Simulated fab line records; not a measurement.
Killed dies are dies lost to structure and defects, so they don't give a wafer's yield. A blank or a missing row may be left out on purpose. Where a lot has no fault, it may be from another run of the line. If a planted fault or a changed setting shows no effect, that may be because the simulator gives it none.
A lot that was struck, set against a sound lot | flow gf180mcu | 15 steps out of a route of 602
Sound: these wafers, L994.2, L994.3, L994.5. Struck: wafers L998.1, L998.2, L998.3. At the end, the cause is stated.
Each step with rows lists, per side, the tool, then ch with its chambers, then its first start. Under that, the readings that differ: sound wafers | struck wafers | difference of the means | sigmas: that difference in standard deviations of wafers without a fault.
alike: words and numbers the same on both sides, and readings whose means are apart by under 2 such deviations; not compared: readings that were withheld, readings missing a value for some wafer, numbers with overlapping values and no deviation given by the record, and bounds like >300 which may hide the same value.
The two part at a step that has a row with sigmas, a row that says differs or no value, or rows on one side only. When numbers do not overlap yet have no deviation, they are printed without sigmas and do not part them. Lack of a reading on every wafer of one side parts them only where that side has two or more wafers.

first, 1 step without rows for these wafers: GF_STI_CVD_23 (deposits SiO2, target thk 650 nm, time 108.3 s).
GF_STI_THK_MEAS_24:
  sound on film metro-04 at day 2 08:23; struck on film metro-02 at day 3 04:49
  alike: STI_CVD_23_THK
GF_STI_CMP_25: polishes, stops on Si3N4, t overpolish 33 s, target thk 524.6 nm.
  sound on cmp-02 ch 0,2,3, day 2 08:32; struck on cmp-02 ch 0,2,3, day 3 04:53
  alike: motor current A, overpolish run s, time to endpoint s
then, 4 steps without rows for these wafers: GF_STI_WET_ETCH_26 (etches SiO2 in dHF, target depth 94 nm, time 188 s); GF_STI_WET_ETCH_27 (etches Si3N4 in H3PO4, target depth 160 nm, time 1825 s); GF_STI_WET_ETCH_28 (etches SiO2 in dHF, target depth 20 nm, time 40 s); GF_STI_OXIDATION_29 (stabilise 600 s, purge 300 s, target thk 10 nm).
GF_STI_THK_MEAS_30:
  sound on film metro-02 at day 2 11:37; struck on film metro-01 at day 3 07:11
  alike: STI_OXIDATION_02_THK
then, 4 steps without rows for these wafers: GF_DNWELL_DEHYDRATE_00 (time 60 s); GF_DNWELL_HMDS_01 (prime time 60 s); GF_DNWELL_COAT_02 (resist thk 3000 nm); GF_DNWELL_SOFTBAKE_03.
GF_DNWELL_EXPOSE_04: exposes mask DNWELL, target cd 1700 nm.
  sound on iline stepper-02 ch 0, day 2 18:10; struck on iline stepper-02 ch 0, day 3 13:45
  reading | sound                      | struck                              | difference | sigmas
  mask    | DNWELL#0 DNWELL#0 DNWELL#0 | DNWELL_R1#0 DNWELL_R1#0 DNWELL_R1#0 | differs    |
next, for these wafers, 1 step has no rows: GF_DNWELL_PEB_05.
-- the record jumps here: 27 days lie between the struck wafers' starts before and after (it left off in module DNWELL and takes up again in module PASSIVATION, whose first step shown is number 602 of the route) --
GF_PASSIVATION_PROBE_99:
  sound on prober-01 at day 29 06:21; struck on prober-01 at day 30 10:06
  reading                          | sound          | struck            | difference | sigmas
  model.etest.dnwell.width nm (nm) | 1700 1704 1701 | 1944 1948 1950    | +246       |
  model.etest.dnwell.line ohm um   | 546 541 551.1  | 478.6 478.3 477.3 | -68.0      |

== WHERE THEY PART ==
Within this record, at GF_DNWELL_EXPOSE_04 only.

WHY: the cause the simulator had injected
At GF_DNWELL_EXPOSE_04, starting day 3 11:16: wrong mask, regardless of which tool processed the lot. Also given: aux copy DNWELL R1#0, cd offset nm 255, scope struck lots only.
